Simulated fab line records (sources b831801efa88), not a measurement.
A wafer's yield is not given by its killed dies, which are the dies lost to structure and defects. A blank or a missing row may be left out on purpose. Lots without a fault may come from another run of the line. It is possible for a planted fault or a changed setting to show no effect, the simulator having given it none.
Chamber matching -- flow gf180mcu -- 4 sister chambers for GF_V5_CMP_04 on cmp-02
The step polishes SiO2. 4 wafers are shown with their chamber, then 8 later ones without.

## WAFERS WITH THEIR CHAMBER
wafer,chamber,motor current A (A)
L528.1,1,11.4
L539.1,0,11.3
L539.5,2,13.4
L540.3,3,12.0

## WAFERS MISSING THEIR CHAMBER
wafer,motor current A (A)
L540.4,12.1
L540.6,12.1
L542.2,11.3
L542.3,11.8
L542.4,13.9
L544.1,13.9
L544.2,11.4
L544.3,11.5

## WHICH CHAMBER EACH ONE RAN IN
wafer,from the rows above,in truth
L540.4,3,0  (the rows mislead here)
L540.6,3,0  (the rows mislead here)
L542.2,can't be placed: 0 or 1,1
L542.3,can't be placed: 3 or 1 or 0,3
L542.4,2,2
L544.1,2,2
L544.2,can't be placed: 1 or 0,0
L544.3,can't be placed: 1 or 0 or 3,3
Correctly placed: 2 of 8. From these rows, 4 cannot be placed; in 4 the true chamber is one of the candidates. Number placed wrongly: 2.
How it was worked out, from the rows above alone: a wafer's distance from a chamber is the root of the sum, over the readings, of the square of ((its reading less the chamber's mean) divided by the reading's scatter). The wafer belongs to the nearest chamber; if the next one is less than 2 further off, it can't be placed. For every chamber, the mean is computed from those of its wafers that are shown. The scatter: with one shown wafer a chamber, the root of the mean of the squares of how far each hidden wafer lies from its nearest shown one.
